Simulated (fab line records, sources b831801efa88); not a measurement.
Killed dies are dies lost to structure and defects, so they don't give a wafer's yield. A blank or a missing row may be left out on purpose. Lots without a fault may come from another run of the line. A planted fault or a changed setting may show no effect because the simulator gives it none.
fab line records | flow sfq_line
record lots=6 wafers=18 last_day=78
route steps=325 shown M5@201 A5B@209 R5@212 I5@228 C5@240 M8@325
lots that met no fault: from a run of the same line without faults
start_h: hours from the record's first day to the start of the lot's first wafer shown | wait_h: hours since the lot's step before | " the same as in the row above | L1.1+2: a row that stands for several wafers | - no value, or no start given | * or withheld: withheld | < > ~ a bound
route shown NAME@n: a module of which the file shows steps, and the number in the route of the first | usual: mean/standard deviation of fault-free wafers | same: alike in all rows | chamber/n: place in a boat | sites: the reading at each site | _std_site: their standard deviation | _edge_site: outer sites' mean less inner sites' | radius_mm: how far each site lies from the wafer's centre | mask NAME#n: copy n | behind: the tool/chamber that last shaped the wafer | hold: why the lot was held/for how many hours/how that ended | device: the transistor (n, p or np) that didn't switch | end of line: the same wafers' tests at the end of the route | a step without rows: its recipe alone | killed: dies lost to structure and defects at the first sort, not the wafer's yield | map: a wafer's dies, x killed, . not, _ none there
set.NAME: the setting as run; set.NAME@STEP: as run at that earlier step | model.NAME: the simulator's own value behind a step, which no gauge read
lots at some steps of the route; a table a step, a row a wafer
services: from which hour (start_h, from the record's first day; less than 0 if before it) a tool's chamber was out of use, for how many hours, and why
## steps
# step SFQ_TRILAYER_M5_LITHO_EXPOSE_124
# recipe mask_id=M5 na=0.6 source_shape=conventional sigma_outer=0.65 target_cd_nm=700 dose_mj=14.4
# step SFQ_TRILAYER_M5_LITHO_PEB_126
# recipe peb_temp_c=115 peb_time_s=60 resist=KrF
# step SFQ_TRILAYER_M5_LITHO_DEVELOP_125
# recipe time_s=60 resist=KrF
# step SFQ_M5_OVL_MEAS_932
# usual M5_OVL=0/5.2
# columns lot.wafer tool chamber start_h wait_h M5_OVL[nm]
L261.1 overlay-01 - 1145.05 0.1 8
L261.2 " - " " 8
L261.4 " - " " 9
L265.2 overlay-01 - 1177.47 0.1 2
L265.4 " - " " 4
L265.6 " - " " 2
L266.1 overlay-01 - 1181.07 0.1 -11
L266.4 " - " " -9
L266.5 " - " " -7
L270.2 overlay-02 - 1207.26 0.1 -3
L270.4 " - " " -1
L270.5 " - " " 1
L271.2 overlay-02 - 1213.36 0.1 -4
L271.5 " - " " -4
L271.6 " - " " -5
L275.2 overlay-01 - 1242.40 0.1 -3
L275.3 " - " " -9
L275.6 " - " " 0
# step SFQ_TRILAYER_M5_BARC_OPEN_METAL_ETCH_161
# recipe mask_material=PR chemistry=O2 target_depth_nm=125 target=BARC icp_w=600 bias_w=80 pressure_mtorr=10 time_s=41.7
# usual drypump_motor_current_A=6.1/0.34 oes_product_au=0.685/0.005
# columns lot.wafer tool chamber start_h wait_h drypump_motor_current_A oes_product_au rf_hours_counter_h
L261.1 rie_metal-02 1 1145.09 0.0 5.8 0.673 25
L261.2 " 0 " " 5.5 0.685 113
L261.4 " 0 " " 5.6 0.680 -
L265.2 rie_metal-01 1 1177.50 0.0 6.3 0.686 8
L265.4 " 1 " " 6.4 0.684 -
L265.6 " 1 " " 6.4 0.691 -
L266.1 rie_metal-03 0 1181.10 0.0 5.9 0.684 23
L266.4 " 1 " " 6.6 0.688 -
L266.5 " 1 " " 6.6 0.681 -
L270.2 rie_metal-03 0 1207.29 0.0 5.9 0.682 27
L270.4 " 0 " " 5.9 0.690 -
L270.5 " 1 " " 6.6 0.680 -
L271.2 rie_metal-02 1 1213.39 0.0 5.8 0.683 38
L271.5 " 1 " " 5.7 0.689 -
L271.6 " 0 " " 5.6 0.681 -
L275.2 rie_metal-01 1 1242.43 0.0 6.3 0.699 20
L275.3 " 1 " " 6.3 0.677 -
L275.6 " 0 " " 6.2 0.692 -
# step SFQ_TRILAYER_M5_ETCH_METAL_ETCH_126
# recipe target=Nb stop_on=SiO2 mask_material=PR over_etch_frac=0.15 time_s=203.2 chemistry=Cl2/BCl3 target_depth_nm=265 icp_w=600 bias_w=80 pressure_mtorr=10
# usual drypump_motor_current_A=6.0/0.34 oes_product_au=0.730/0.0065
# columns lot.wafer tool chamber start_h wait_h drypump_motor_current_A oes_product_au rf_hours_counter_h
L261.1 rie_metal-02 1 1145.15 0.0 5.8 0.725 25
L261.2 " 0 " " 5.5 0.722 113
L261.4 " 0 " " 5.6 0.727 -
L265.2 rie_metal-01 1 1177.56 0.0 6.3 0.739 8
L265.4 " 1 " " 6.3 0.735 -
L265.6 " 1 " " 6.3 0.720 -
L266.1 rie_metal-03 0 1181.16 0.0 5.9 0.723 23
L266.4 " 1 " " 6.6 0.721 -
L266.5 " 1 " " 6.6 0.732 -
L270.2 rie_metal-03 0 1207.35 0.0 5.9 0.724 27
L270.4 " 0 " " 5.9 0.723 -
L270.5 " 1 " " 6.6 0.724 -
L271.2 rie_metal-02 1 1213.45 0.0 5.7 0.730 38
L271.5 " 1 " " 5.7 0.723 -
L271.6 " 0 " " 5.6 0.739 -
L275.2 rie_metal-01 1 1242.49 0.0 6.3 0.731 20
L275.3 " 1 " " 6.3 0.727 -
L275.6 " 0 " " 6.2 0.731 -
# step SFQ_TRILAYER_M5_STRIP_STRIP_127
# recipe gas=O2 power_w=200 platen_temp_c=40 overash_fraction=0.65 chemistry=O2 pressure_mtorr=50
# step SFQ_TRILAYER_M5_STRIP_SOLV_CLEAN_128
# recipe chemistry=NMP temp_c=70 time_s=600
# step SFQ_TRILAYER_A5B_DEP_PECVD_129
# recipe material=SiO2 temp_c=150 time_s=133.33 pressure_torr=2.4 rf_w=183.3 precursor=SiH4/N2O target_thk_nm=600
# usual heater_power_w=81/10 throttle_valve_pct=25.1/1.6
# columns lot.wafer tool chamber start_h wait_h heater_power_w throttle_valve_pct
L261.1 pecvd-01 2 1146.12 0.0 82 26.0
L261.2 " 1 " " 97 24.2
L261.4 " 1 " " 97 24.3
L265.2 pecvd-03 1 1178.53 0.0 80 24.6
L265.4 " 2 " " 70 26.3
L265.6 " 0 " " 70 22.7
L266.1 pecvd-04 1 1182.34 0.0 77 23.1
L266.4 " 2 " " 93 24.9
L266.5 " 0 " " 88 25.6
L270.2 pecvd-01 0 1208.32 0.0 73 28.1
L270.4 " 2 " " 81 25.9
L270.5 " 0 " " 78 28.2
L271.2 pecvd-04 0 1214.42 0.0 77 25.6
L271.5 " 0 " " 81 25.8
L271.6 " 2 " " 96 24.8
L275.2 pecvd-04 0 1243.64 0.0 90 25.4
L275.3 " 1 " " 76 23.6
L275.6 " 1 " " 79 23.4
# step SFQ_TRILAYER_A5B_CMP_CMP_130
# recipe stop_on=Nb down_force_psi=3 platen_rpm=60 target_thk_nm=340.7
# step SFQ_TRILAYER_A5B_METRO_MEASURE_131
# step SFQ_TRILAYER_R5_DEP_SPUTTER_132
# recipe material=Ti base_pressure_pa=1.33e-06 target_thk_nm=5 power_w=2000 time_s=5 chamber_pressure_pa=0.4
# step SFQ_TRILAYER_R5_DEP_SPUTTER_133
# recipe material=MoNx base_pressure_pa=1.33e-06 target_thk_nm=40 power_w=1000 time_s=66.7 chamber_pressure_pa=0.4
# usual throttle_valve_pct=30.2/0.71
# columns lot.wafer tool chamber start_h wait_h throttle_valve_pct model.MoNx_of_TRILAYER_R5_DEP_SPUTTER_133.thk_nm
L261.1 pvd_sputter-03 - 1215.96 0.0 31.2 40.14
L261.2 " - " " 31.0 40.33
L261.4 " - " " 29.5 39.48
L265.2 pvd_sputter-03 - 1242.67 0.0 31.0 40.07
L265.4 " - " " 29.6 39.64
L265.6 " - " " 31.3 40.16
L266.1 pvd_sputter-03 - 1247.60 0.0 29.7 39.11
L266.4 " - " " 29.6 40.46
L266.5 " - " " 31.3 35.63
L270.2 pvd_sputter-05 - 1272.60 0.0 29.4 40.5
L270.4 " - " " 29.8 40.99
L270.5 " - " " 29.6 40.36
L271.2 pvd_sputter-03 - 1275.60 0.0 29.9 39.55
L271.5 " - " " 30.9 35.9
L271.6 " - " " 31.0 36.29
L275.2 pvd_sputter-04 - 1299.78 0.0 30.3 39.06
L275.3 " - " " 28.6 39.58
L275.6 " - " " 30.7 38.65
# step SFQ_TRILAYER_R5_DEP_SPUTTER_134
# recipe material=Ti base_pressure_pa=1.33e-06 target_thk_nm=5 power_w=2000 time_s=5 chamber_pressure_pa=0.4
# step SFQ_R5_RS_MEAS_933
# recipe thk_meas_gauge=four-point-probe reads=Ti_of_TRILAYER_R5_DEP_SPUTTER_134+MoNx_of_TRILAYER_R5_DEP_SPUTTER_133+Ti_of_TRILAYER_R5_DEP_SPUTTER_132
# usual R5_MONX_RS=7.05/0.12
# columns lot.wafer tool chamber start_h wait_h R5_MONX_RS[ohm/sq]
L261.1 film_metro-03 - 1216.03 0.0 7.02
L261.2 " - " " 6.97
L261.4 " - " " 7.11
L265.2 film_metro-03 - 1242.76 0.0 7.02
L265.4 " - " " 7.11
L265.6 " - " " 7.03
L266.1 film_metro-03 - 1247.68 0.0 7.19
L266.4 " - " " 6.95
L266.5 " - " " 7.86
L270.2 film_metro-01 - 1272.70 0.0 6.94
L270.4 " - " " 6.84
L270.5 " - " " 6.96
L271.2 film_metro-03 - 1275.70 0.0 7.14
L271.5 " - " " 7.79
L271.6 " - " " 7.73
L275.2 film_metro-02 - 1299.87 0.0 7.21
L275.3 " - " " 7.13
L275.6 " - " " 7.28
# step SFQ_R5_THK_MEAS_934
# recipe thk_meas_gauge=xrf reads=MoNx_of_TRILAYER_R5_DEP_SPUTTER_133
# usual R5_MONX_THK=39.2/0.69
# columns lot.wafer tool chamber start_h wait_h R5_MONX_THK[nm]
L261.1 film_metro-03 - 1216.15 0.1 39.5
L261.2 " - " " 39.5
L261.4 " - " " 38.6
L265.2 film_metro-03 - 1242.87 0.1 39.4
L265.4 " - " " 38.9
L265.6 " - " " 39.3
L266.1 film_metro-03 - 1247.80 0.1 38.5
L266.4 " - " " 39.6
L266.5 " - " " 35.1
L270.2 film_metro-01 - 1272.81 0.1 39.4
L270.4 " - " " 39.8
L270.5 " - " " 39.1
L271.2 film_metro-03 - 1275.81 0.1 38.8
L271.5 " - " " 35.2
L271.6 " - " " 35.5
L275.2 film_metro-02 - 1299.98 0.1 38.5
L275.3 " - " " 38.6
L275.6 " - " " 38.0
# step SFQ_TRILAYER_R5_LITHO_COAT_141
# recipe resist=BARC spin_rpm=3000 resist_thk_nm=62
# step SFQ_TRILAYER_R5_LITHO_COAT_136
# recipe resist=KrF spin_rpm=3000 resist_thk_nm=600
# step SFQ_TRILAYER_R5_LITHO_SOFTBAKE_140
# recipe temp_c=withheld time_s=withheld resist=KrF
# step SFQ_TRILAYER_R5_LITHO_EXPOSE_137
# recipe mask_id=R5 na=0.6 source_shape=conventional sigma_outer=0.65 target_cd_nm=500 dose_mj=14.4
# step SFQ_TRILAYER_R5_LITHO_PEB_139
# recipe peb_temp_c=115 peb_time_s=60 resist=KrF
# step SFQ_TRILAYER_R5_LITHO_DEVELOP_138
# recipe time_s=60 resist=KrF
# step SFQ_R5_OVL_MEAS_935
# usual R5_OVL=2/4.7
# columns lot.wafer tool chamber start_h wait_h R5_OVL[nm]
L261.1 overlay-01 - 1268.27 0.1 5
L261.2 " - " " 4
L261.4 " - " " 4
L265.2 overlay-02 - 1300.25 0.1 2
L265.4 " - " " 3
L265.6 " - " " -1
L266.1 overlay-02 - 1305.02 0.1 0
L266.4 " - " " 3
L266.5 " - " " 0
L270.2 overlay-01 - 1332.17 0.1 8
L270.4 " - " " 15
L270.5 " - " " 10
L271.2 overlay-01 - 1334.88 0.1 -1
L271.5 " - " " 1
L271.6 " - " " 3
L275.2 overlay-02 - 1359.77 0.1 -11
L275.3 " - " " -10
L275.6 " - " " -9
# step SFQ_TRILAYER_R5_BARC_OPEN_METAL_ETCH_177
# recipe mask_material=PR chemistry=O2 target_depth_nm=125 target=BARC icp_w=600 bias_w=80 pressure_mtorr=10 time_s=41.7
# step SFQ_TRILAYER_R5_ETCH_METAL_ETCH_139
# recipe stop_on=SiO2 mask_material=PR chemistry=Cl2 target_depth_nm=60 icp_w=600 bias_w=80 pressure_mtorr=10 time_s=40
# step SFQ_TRILAYER_R5_STRIP_STRIP_140
# recipe gas=O2 power_w=200 platen_temp_c=40 overash_fraction=0.65 chemistry=O2 pressure_mtorr=50
# step SFQ_TRILAYER_R5_STRIP_SOLV_CLEAN_141
# recipe chemistry=NMP temp_c=70 time_s=600
# step SFQ_TRILAYER_A5C_DEP_PECVD_142
# recipe material=SiO2 temp_c=150 time_s=15.556 pressure_torr=2.4 rf_w=183.3 precursor=SiH4/N2O target_thk_nm=70
# usual heater_power_w=78/14 throttle_valve_pct=25.2/1.4
# columns lot.wafer tool chamber start_h wait_h heater_power_w throttle_valve_pct
L261.1 pecvd-04 1 1269.19 0.0 74 23.4
L261.2 " 2 " " 89 25.2
L261.4 " 2 " " 91 25.2
L265.2 pecvd-02 0 1301.17 0.0 50 24.3
L265.4 " 2 " " 69 25.7
L265.6 " 0 " " 49 24.6
L266.1 pecvd-01 1 1305.94 0.0 96 24.2
L266.4 " 0 " " 75 28.0
L266.5 " 1 " " 97 24.2
L270.2 pecvd-04 0 1333.09 0.0 79 26.1
L270.4 " 0 " " 78 25.9
L270.5 " 2 " " 84 25.7
L271.2 pecvd-02 2 1335.80 0.0 59 25.8
L271.5 " 0 " " 52 24.7
L271.6 " 1 " " 63 26.0
L275.2 pecvd-01 2 1360.69 0.0 89 23.1
L275.3 " 0 " " 77 22.7
L275.6 " 2 " " 88 22.9
# step SFQ_TRILAYER_I5_LITHO_COAT_149
# recipe resist=BARC spin_rpm=3000 resist_thk_nm=62
# step SFQ_TRILAYER_I5_LITHO_COAT_144
# recipe resist=KrF spin_rpm=3000 resist_thk_nm=650
# step SFQ_TRILAYER_I5_LITHO_SOFTBAKE_148
# recipe temp_c=withheld time_s=withheld resist=KrF
# step SFQ_TRILAYER_I5_LITHO_EXPOSE_145
# recipe mask_id=I5 na=0.6 source_shape=conventional sigma_outer=0.65 target_cd_nm=700 dose_mj=21.3
# step SFQ_TRILAYER_I5_LITHO_PEB_147
# recipe peb_temp_c=115 peb_time_s=60 resist=KrF
# step SFQ_TRILAYER_I5_LITHO_DEVELOP_146
# recipe time_s=60 resist=KrF
# step SFQ_I5_OVL_MEAS_936
# usual I5_OVL=1/6.1
# columns lot.wafer tool chamber start_h wait_h I5_OVL[nm]
L261.1 overlay-01 - 1313.62 0.1 1
L261.2 " - " " 1
L261.4 " - " " 4
L265.2 overlay-02 - 1337.63 0.1 -3
L265.4 " - " " -6
L265.6 " - " " -3
L266.1 overlay-02 - 1341.22 0.1 2
L266.4 " - " " 4
L266.5 " - " " 8
L270.2 overlay-01 - 1361.43 0.1 7
L270.4 " - " " 9
L270.5 " - " " 6
L271.2 overlay-01 - 1365.03 0.1 -1
L271.5 " - " " 4
L271.6 " - " " 1
L275.2 overlay-01 - 1385.43 0.1 10
L275.3 " - " " 9
L275.6 " - " " 8
# step SFQ_TRILAYER_I5_BARC_OPEN_VIA_ETCH_200
# recipe mask_material=PR chemistry=O2 target_depth_nm=125 target=BARC source_w=500 bias_w=80 pressure_mtorr=30 time_s=41.7
# usual drypump_motor_current_A=5.9/0.53 oes_product_au=0.686/0.0051
# columns lot.wafer tool chamber start_h wait_h drypump_motor_current_A oes_product_au rf_hours_counter_h
L261.1 rie_diel-03 2 1313.66 0.0 6.3 0.685 17
L261.2 " 0 " " 6.3 0.689 0
L261.4 " 3 " " 4.9 0.692 15
L265.2 rie_diel-03 1 1337.66 0.0 6.3 0.693 10
L265.4 " 3 " " 4.9 0.700 16
L265.6 " 2 " " 6.3 0.686 -
L266.1 rie_diel-02 0 1341.26 0.0 5.6 0.683 18
L266.4 " 2 " " 5.7 0.682 11
L266.5 " 1 " " 5.5 0.687 -
L270.2 rie_diel-03 2 1361.46 0.0 6.3 0.681 19
L270.4 " 3 " " 4.9 0.676 16
L270.5 " 0 " " 6.3 0.681 -
L271.2 rie_diel-02 2 1365.06 0.0 5.8 0.694 11
L271.5 " 0 " " 5.6 0.692 -
L271.6 " 3 " " 6.8 0.686 -
L275.2 rie_diel-04 1 1385.46 0.0 5.7 0.683 19
L275.3 " 3 " " 5.8 0.693 21
L275.6 " 1 " " 5.7 0.695 -
# step SFQ_TRILAYER_I5_ETCH_VIA_ETCH_147
# recipe stop_on=Nb mask_material=PR chemistry=CHF3 target_depth_nm=360 source_w=500 bias_w=80 pressure_mtorr=30 time_s=withheld
# step SFQ_TRILAYER_I5_STRIP_STRIP_148
# recipe gas=O2 power_w=200 platen_temp_c=40 overash_fraction=0.65 chemistry=O2 pressure_mtorr=50
# step SFQ_TRILAYER_I5_STRIP_SOLV_CLEAN_149
# recipe chemistry=NMP temp_c=70 time_s=600
# step SFQ_TRILAYER_C5_LITHO_COAT_156
# recipe resist=BARC spin_rpm=3000 resist_thk_nm=62
# step SFQ_TRILAYER_C5_LITHO_COAT_151
# recipe resist=KrF spin_rpm=3000 resist_thk_nm=650
# step SFQ_TRILAYER_C5_LITHO_SOFTBAKE_155
# recipe temp_c=withheld time_s=withheld resist=KrF
# step SFQ_M8_BOW_MEAS_951
# recipe mode=bow
# usual M8_BOW=10/12
# columns lot.wafer tool chamber start_h wait_h M8_BOW[um] model.etest.r5.ohm_um model.etest.r5.ohm_sq model.etest.c5.link_ohm
L261.1 film_metro-01 - 1667.65 0.0 38 14.09 7.037 7.987
L261.2 " - " " 26 13.98 7.004 7.951
L261.4 " - " " 15 14.35 7.156 8.114
L265.2 film_metro-04 - 1761.81 0.0 12 14.12 7.05 7.997
L265.4 " - " " 17 14.23 7.127 8.088
L265.6 " - " " 14 14.05 7.035 7.999
L266.1 film_metro-04 - 1764.07 0.0 -20 14.46 7.223 8.207
L266.4 " - " " -17 14.02 6.983 7.957
L266.5 " - " " -13 15.84 7.929 8.914
L270.2 film_metro-03 - 1780.92 0.0 30 13.96 6.976 7.918
L270.4 " - " " 20 13.82 6.892 7.849
L270.5 " - " " 29 13.99 7 7.936
L271.2 film_metro-03 - 1851.68 0.0 5 14.32 7.143 8.089
L271.5 " - " " 15 15.82 7.869 8.813
L271.6 " - " " 19 15.54 7.784 8.722
L275.2 film_metro-03 - 1865.01 0.0 4 14.53 7.233 8.182
L275.3 " - " " -8 14.37 7.138 8.086
L275.6 " - " " 5 14.72 7.31 8.258
## services
# columns tool chamber start_h hours kind
rie_diel-03 - 1124.80 0.4 repair
rie_metal-02 - 1162.14 0.8 repair
pecvd-01 2 1169.71 2.5 repair
rie_diel-02 - 1170.57 0.8 repair
rie_metal-02 - 1173.36 0.6 repair
rie_diel-02 2 1188.61 21.5 repair
rie_diel-03 0 1214.93 13.0 repair
rie_metal-01 - 1229.24 0.1 repair
rie_metal-01 0 1229.78 2.9 repair
pecvd-01 0 1260.81 4.6 repair
rie_diel-02 0 1282.26 4.8 repair
pecvd-01 2 1285.41 7.5 repair
rie_metal-03 1 1286.99 6.8 repair
pecvd-04 - 1300.22 1.8 repair
pecvd-04 2 1303.83 12.2 repair
pecvd-02 - 1307.57 6.0 pm
pecvd-01 - 1316.75 14.0 pm
pecvd-01 2 1332.15 13.8 repair
rie_metal-02 0 1338.55 10.3 repair
rie_diel-02 1 1350.33 7.5 repair
rie_diel-03 3 1354.81 5.7 repair
rie_metal-01 0 1364.50 4.8 repair
pecvd-01 - 1374.35 1.0 repair
rie_metal-01 - 1383.73 1.4 pm
## key
first_sign step=SFQ_R5_RS_MEAS_933 reading=R5_MONX_RS direction=up sigmas=6.2 usual=7.05 struck=7.79
effect step=SFQ_R5_THK_MEAS_934 reading=R5_MONX_THK direction=down sigmas=5.7 usual=39.2 struck=35.3
model_effect step=SFQ_TRILAYER_R5_DEP_SPUTTER_133 value=MoNx_of_TRILAYER_R5_DEP_SPUTTER_133.thk_nm without=40.48 struck=35.94
model_effect step=SFQ_M8_BOW_MEAS_951 value=etest.r5.ohm_um without=13.97 struck=15.73
met_at SFQ_TRILAYER_R5_DEP_SPUTTER_133
struck_wafers L266.5,L271.5,L271.6
onset_between 1242.67 1247.60
fault kind=process_parameter_drift tool=pvd_sputter-03 chamber=- onset_h=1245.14 steps=SFQ_TRILAYER_R5_DEP_SPUTTER_133 channel=target_thk_nm offset=-4.5362 shape=step end_h=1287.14 scope=struck_wafers_only acts_in=these_recipes_only stated=40
